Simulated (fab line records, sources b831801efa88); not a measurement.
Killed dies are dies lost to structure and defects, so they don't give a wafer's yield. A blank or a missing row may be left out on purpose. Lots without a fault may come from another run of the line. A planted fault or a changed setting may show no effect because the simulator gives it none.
fab line records | flow gf180mcu | part 2 of 2: steps 28 to 38 of 38
record lots=5 wafers=15 last_day=34
route steps=602 shown VT_IMPLANT@116 MVSD@136 NWELL@137 LVPWELL@138 MVPSD@139 DUAL_GATE@141
lots that met no fault: from a run of the same line without faults
start_h: hours from the record's first day to the start of the lot's first wafer shown | wait_h: hours since the lot's step before | " the same as in the row above | L1.1+2: a row that stands for several wafers | - no value, or no start given | * or withheld: withheld | < > ~ a bound
route shown NAME@n: a module of which the file shows steps, and the number in the route of the first | usual: mean/standard deviation of fault-free wafers | same: alike in all rows | chamber/n: place in a boat | sites: the reading at each site | _std_site: their standard deviation | _edge_site: outer sites' mean less inner sites' | radius_mm: how far each site lies from the wafer's centre | mask NAME#n: copy n | behind: the tool/chamber that last shaped the wafer | hold: why the lot was held/for how many hours/how that ended | device: the transistor (n, p or np) that didn't switch | end of line: the same wafers' tests at the end of the route | a step without rows: its recipe alone | killed: dies lost to structure and defects at the first sort, not the wafer's yield | map: a wafer's dies, x killed, . not, _ none there
set.NAME: the setting as run; set.NAME@STEP: as run at that earlier step | model.NAME: the simulator's own value behind a step, which no gauge read
lots at some steps of the route; a table a step, a row a wafer
services: from which hour (start_h, from the record's first day; less than 0 if before it) a tool's chamber was out of use, for how many hours, and why
## steps
# step GF_DUAL_GATE_OXIDATION_02
# recipe temp_c=900 ambient=O2 stabilise_s=600 purge_s=300 target_thk_a=108.87 ox_time_s=1602
# usual spike_tc_top_C=910.4/1.5 tube_center_temp_C=900/0.08 zone_power_bottom_pct=26.1/1.3 zone_power_centre_pct=17.0/0.84
# columns lot.wafer tool chamber start_h wait_h spike_tc_top_C tube_center_temp_C zone_power_bottom_pct zone_power_centre_pct
L075.1 furnace-02 0 168.88 0.0 911.7 900.06 25.2 16.2
L075.5 " 0 " " 910.5 899.9 24.8 16.2
L075.6 " 0 " " 910.6 899.93 24.9 16.3
L076.1 furnace-02 0 173.98 0.0 908.8 900.09 25.4 16.2
L076.2 " 0 " " 910.5 899.93 25.1 16.7
L076.3 " 0 " " 910.8 900.1 25.1 16.6
L081.4 furnace-01 0 213.19 0.0 909.5 899.99 27.5 18.0
L081.5 " 0 " " 907.8 900.02 27.3 18.1
L081.6 " 0 " " 910.1 899.98 28.0 18.0
L092.2 furnace-02 0 283.10 0.0 911.2 899.98 24.7 16.4
L092.3 " 0 " " 912.5 900.1 24.9 16.3
L092.6 " 0 " " 909.3 899.95 25.4 16.5
L097.1 furnace-02 0 316.17 0.9 912.2 899.94 24.7 16.4
L097.5 " 0 " " 910.0 899.95 25.3 16.2
L097.6 " 0 " " 911.4 900.05 25.2 16.1
# step GF_DUAL_GATE_THK_MEAS_03
# recipe reads=SiO2_of_DUAL_GATE_OXIDATION_02
# usual DUAL_GATE_OXIDATION_00_THK=10.98/0.21
# columns lot.wafer tool chamber start_h wait_h DUAL_GATE_OXIDATION_00_THK[nm]
L075.1 film_metro-03 - 170.33 0.0 10.83
L075.5 " - " " 11.04
L075.6 " - " " 10.86
L076.1 film_metro-03 - 175.43 0.0 10.69
L076.2 " - " " 10.86
L076.3 " - " " 10.89
L081.4 film_metro-01 - 214.66 0.0 11.13
L081.5 " - " " 10.77
L081.6 " - " " 10.68
L092.2 film_metro-01 - 284.55 0.0 11.09
L092.3 " - " " 11.32
L092.6 " - " " 11.13
L097.1 film_metro-01 - 317.62 0.0 10.86
L097.5 " - " " 10.79
L097.6 " - " " 10.87
# step GF_DUAL_GATE_DEHYDRATE_04
# recipe temp_c=200 time_s=60
# usual exhaust_pa=45.0/0.85
# columns lot.wafer tool chamber start_h wait_h exhaust_pa
L075.1 litho_track-03 0 177.98 7.6 45.0
L075.5 " 0 " " 45.0
L075.6 " 0 " " 45.1
L076.1 litho_track-02 0 182.72 7.3 45.5
L076.2 " 0 " " 45.6
L076.3 " 0 " " 43.9
L081.4 litho_track-04 0 222.94 8.3 44.2
L081.5 " 0 " " 45.9
L081.6 " 0 " " 44.8
L092.2 litho_track-04 0 293.89 9.3 44.9
L092.3 " 0 " " 45.2
L092.6 " 0 " " 44.5
L097.1 litho_track-03 0 327.48 9.9 44.5
L097.5 " 0 " " 43.6
L097.6 " 0 " " 45.4
# step GF_DUAL_GATE_HMDS_05
# recipe prime_time_s=60 prime_temp_c=120
# usual exhaust_pa=45.0/1 prime_temp_c=119.99/0.13
# columns lot.wafer tool chamber start_h wait_h exhaust_pa prime_temp_c
L075.1 litho_track-03 0 178.13 0.1 45.1 120.00
L075.5 " 0 " " 43.7 119.89
L075.6 " 0 " " 44.9 120.10
L076.1 litho_track-02 0 182.87 0.1 46.2 119.86
L076.2 " 0 " " 45.0 119.90
L076.3 " 0 " " 45.8 119.94
L081.4 litho_track-04 0 223.09 0.1 46.3 120.07
L081.5 " 0 " " 44.9 120.05
L081.6 " 0 " " 45.9 119.91
L092.2 litho_track-04 0 294.04 0.1 45.6 120.13
L092.3 " 0 " " 44.5 120.02
L092.6 " 0 " " 44.7 119.94
L097.1 litho_track-03 0 327.63 0.1 44.7 119.96
L097.5 " 0 " " 44.8 119.75
L097.6 " 0 " " 44.7 119.86
# step GF_DUAL_GATE_COAT_06
# recipe resist=NOVOLAK spin_rpm=3000 resist_thk_nm=1000
# usual exhaust_pa=45.1/0.85
# columns lot.wafer tool chamber start_h wait_h exhaust_pa
L075.1 litho_track-03 0 178.28 0.1 46.0
L075.5 " 0 " " 45.8
L075.6 " 0 " " 46.1
L076.1 litho_track-02 0 183.02 0.1 44.8
L076.2 " 0 " " 43.8
L076.3 " 0 " " 45.3
L081.4 litho_track-04 0 223.24 0.1 44.8
L081.5 " 0 " " 44.7
L081.6 " 0 " " 44.4
L092.2 litho_track-04 0 294.19 0.1 44.8
L092.3 " 0 " " 44.8
L092.6 " 0 " " 45.5
L097.1 litho_track-03 0 327.78 0.1 45.1
L097.5 " 0 " " 44.9
L097.6 " 0 " " 44.9
# step GF_DUAL_GATE_SOFTBAKE_07
# recipe temp_c=90 time_s=60 resist=NOVOLAK
# usual exhaust_pa=45.0/0.91
# columns lot.wafer tool chamber start_h wait_h exhaust_pa
L075.1 litho_track-03 0 178.43 0.1 47.3
L075.5 " 0 " " 46.1
L075.6 " 0 " " 46.1
L076.1 litho_track-02 0 183.17 0.1 44.7
L076.2 " 0 " " 44.9
L076.3 " 0 " " 46.0
L081.4 litho_track-04 0 223.39 0.1 46.1
L081.5 " 0 " " 45.9
L081.6 " 0 " " 44.8
L092.2 litho_track-04 0 294.34 0.1 43.8
L092.3 " 0 " " 44.9
L092.6 " 0 " " 44.2
L097.1 litho_track-03 0 327.93 0.1 44.6
L097.5 " 0 " " 45.2
L097.6 " 0 " " 45.6
# step GF_DUAL_GATE_EXPOSE_08
# recipe mask_id=Dualgate target_cd_nm=700 na=0.6 source_shape=conventional sigma_outer=0.6 dose_mj=140
# columns lot.wafer tool chamber start_h wait_h mask
L075.1+5+6 iline_stepper-01 0 - - Dualgate#0
L076.1+2+3 iline_stepper-02 0 - - Dualgate#0
L081.4+5+6 iline_stepper-01 0 - - Dualgate#0
L092.2+3+6 iline_stepper-02 0 - - Dualgate#0
L097.1+5+6 iline_stepper-02 0 - - Dualgate#0
# step GF_DUAL_GATE_PEB_09
# recipe temp_c=withheld time_s=* resist=NOVOLAK
# usual exhaust_pa=45.1/0.72
# columns lot.wafer tool chamber start_h wait_h exhaust_pa
L075.1 litho_track-03 0 - - 45.9
L075.5 " 0 " " 44.9
L075.6 " 0 " " 45.8
L076.1 litho_track-02 0 - - 45.1
L076.2 " 0 " " 43.6
L076.3 " 0 " " 44.7
L081.4 litho_track-02 0 - - 44.5
L081.5 " 0 " " 44.6
L081.6 " 0 " " 45.1
L092.2 litho_track-04 0 - - 44.9
L092.3 " 0 " " 46.1
L092.6 " 0 " " 45.7
L097.1 litho_track-02 0 - - 44.0
L097.5 " 0 " " 46.7
L097.6 " 0 " " 46.3
# step GF_DUAL_GATE_DEVELOP_10
# recipe develop_time_s=60 dev_temp_c=23
# usual developer_temp_C=22.98/0.097 exhaust_pa=45.2/0.93
# columns lot.wafer tool chamber start_h wait_h developer_temp_C exhaust_pa
L075.1 litho_track-03 0 186.68 0.1 23.05 46.7
L075.5 " 0 " " 23.01 45.3
L075.6 " 0 " " 23.14 45.6
L076.1 litho_track-02 0 191.86 0.1 22.87 43.5
L076.2 " 0 " " 22.93 44.0
L076.3 " 0 " " 23.07 44.1
L081.4 litho_track-02 0 232.64 0.1 22.92 44.9
L081.5 " 0 " " 23.06 45.9
L081.6 " 0 " " 23.00 46.0
L092.2 litho_track-04 0 304.49 0.1 23.03 44.0
L092.3 " 0 " " 23.03 45.1
L092.6 " 0 " " 23.05 45.8
L097.1 litho_track-02 0 338.46 0.1 23.05 44.4
L097.5 " 0 " " 22.94 47.0
L097.6 " 0 " " 23.05 45.1
# step GF_DUAL_GATE_OVL_MEAS_11
# usual DUAL_GATE_OVL=0.5/1
# columns lot.wafer tool chamber start_h wait_h DUAL_GATE_OVL[nm]
L075.1 overlay-02 - 186.83 0.1 -0.2
L075.5 " - " " 0.5
L075.6 " - " " 1.0
L076.1 overlay-02 - 192.01 0.1 -1.9
L076.2 " - " " -0.7
L076.3 " - " " -1.7
L081.4 overlay-01 - 232.73 0.1 -0.8
L081.5 " - " " -0.3
L081.6 " - " " 1.0
L092.2 overlay-02 - 304.62 0.1 -0.2
L092.3 " - " " 1.7
L092.6 " - " " 2.4
L097.1 overlay-02 - 338.61 0.1 -0.7
L097.5 " - " " -0.7
L097.6 " - " " 0.4
# step GF_DUAL_GATE_WET_ETCH_12
# recipe chemistry=dHF target_depth_nm=13 dry=n2_spin target=SiO2 temp_c=25 dilution=100:1 time_s=260
# columns lot.wafer tool chamber start_h wait_h
L075.1+5+6 wet_bench-01 1 186.87 0.0
L076.1+2+3 wet_bench-02 1 192.05 0.0
L081.4+5+6 wet_bench-04 2 232.75 0.0
L092.2+3+6 wet_bench-04 1 304.65 0.0
L097.1+5+6 wet_bench-04 3 338.65 0.0
## services
# columns tool chamber start_h hours kind
iline_stepper-02 - 122.25 2.1 pm
implanter-01 - 127.91 2.0 repair
implanter-04 - 135.24 7.9 repair
implanter-01 - 155.99 3.2 repair
implanter-01 - 172.26 2.5 repair
implanter-03 - 206.92 6.9 repair
furnace-02 - 215.77 3.8 pm
furnace-01 - 219.99 2.9 pm
implanter-03 - 241.65 0.5 repair
implanter-04 - 244.47 1.4 repair
implanter-01 - 255.34 2.1 repair
implanter-01 - 261.87 8.7 repair
wet_bench-01 - 264.09 2.9 repair
iline_stepper-02 - 281.15 1.7 pm
plasma_asher-03 - 283.32 1.3 repair
plasma_asher-03 - 289.55 2.9 repair
wet_bench-02 - 289.61 0.8 repair
implanter-04 - 294.57 2.8 pm
rtp_anneal-01 - 295.45 1.1 pm
iline_stepper-02 - 308.07 8.2 repair
implanter-04 - 321.75 2.1 repair
furnace-02 - 329.82 3.7 pm
iline_stepper-01 - 334.06 1.7 pm
furnace-02 - 336.51 3.6 pm
